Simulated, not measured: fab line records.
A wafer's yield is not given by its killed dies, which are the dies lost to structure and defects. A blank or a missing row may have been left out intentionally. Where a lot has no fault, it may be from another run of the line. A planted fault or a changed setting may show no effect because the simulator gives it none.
A struck lot beside a sound one || flow sky130 || 19 steps out of a route of 708
Sound: these wafers, L331.1, L331.2, L331.6. Struck: wafers L330.2, L330.4, L330.6. Last of all comes the cause.
Per side, at each step with rows, come the tool, then ch with its chambers, and then its first start. Under that, the readings that differ: sound wafers || struck wafers || difference of the means || sigmas: that difference in standard deviations of wafers without a fault.
alike: same words and numbers on both sides, and readings whose means sit less than 2 such deviations apart. not compared: any withheld reading, any reading some wafer has no value for, any bound like >300 that may hide the same value, and any number with overlapping values for which the record gives no deviation.
The two part at a step that has a row with sigmas, a row that says differs or no value, or rows on one side only. When numbers do not overlap yet have no deviation, they are printed without sigmas and do not part them. A reading that every wafer of one side lacks parts them only if that side has two wafers or more.

first, 6 steps without rows for these wafers: SKY_LDD_HVN_HMDS_01 (prime time 60 s); SKY_LDD_HVN_COAT_02 (resist thk 300 nm); SKY_LDD_HVN_SOFTBAKE_03 (time 60 s); SKY_LDD_HVN_EXPOSE_04 (exposes mask HVNTM, target cd 700 nm); SKY_LDD_HVN_PEB_05; SKY_LDD_HVN_DEVELOP_06 (develop time 60 s).
SKY_LDD_HVN_OVL_MEAS_07:
  struck on overlay-02, day 26 06:03; sound on overlay-02, day 26 10:41
  alike: LDD_HVN_OVL
following that, these wafers have no rows for 1 step: SKY_LDD_HVN_IMPLANT_08.
SKY_LDD_HVN_STRIP_09: strips in O2/N2.
  sound on plasma_asher-02 ch 0,1, day 26 10:53; struck on plasma_asher-02 ch 1, day 26 06:14
{"reading": "strip_time_to_endpoint_s (s)", "sound": "4.143 4.101 4.107", "struck": "4.145 4.134 4.175", "difference": "+0.034", "sigmas": "+2"}
  alike: drypump_motor_current_A, o2_flow_sccm, oes_product_au
  not compared: rf_hours_counter_h
SKY_LDD_HVN_TW_MEAS_10:
  struck on film_metro-02, day 26 06:20; sound on film_metro-02, day 26 10:59
  alike: LDD_HVN_TW
then, 2 steps without rows for these wafers: SKY_LDD_HVP_DEHYDRATE_00 (time 60 s); SKY_LDD_HVP_HMDS_01 (prime time 60 s).
SKY_LDD_HVP_COAT_02: resist thk 300 nm.
  struck on litho_track-02, day 26 20:55; sound on litho_track-04 ch 0, day 27 01:44
  no value came back on the struck wafers for chill_plate_temp_C (C), dispense_pressure_kPa (kPa); on the sound wafers chill_plate_temp_C (C) reads 22.96 22.95 22.99
then, 4 steps without rows for these wafers: SKY_LDD_HVP_SOFTBAKE_03 (time 60 s); SKY_LDD_HVP_EXPOSE_04 (exposes mask HVPTM, target cd 700 nm); SKY_LDD_HVP_PEB_05; SKY_LDD_HVP_DEVELOP_06 (develop time 60 s).
SKY_LDD_HVP_OVL_MEAS_07:
  struck on overlay-02, day 27 11:36; sound on overlay-01, day 27 15:20
{"reading": "LDD_HVP_OVL (nm)", "sound": "1.5 1.2 0.7", "struck": "- - -", "difference": "no value on the struck wafers", "sigmas": ""}
following that, these wafers have no rows for 1 step: SKY_LDD_HVP_IMPLANT_08.

## WHERE THEY PART
At SKY_LDD_HVN_STRIP_09 first; at SKY_LDD_HVP_OVL_MEAS_07 last (within this record only).

WHY: what the simulator had put in
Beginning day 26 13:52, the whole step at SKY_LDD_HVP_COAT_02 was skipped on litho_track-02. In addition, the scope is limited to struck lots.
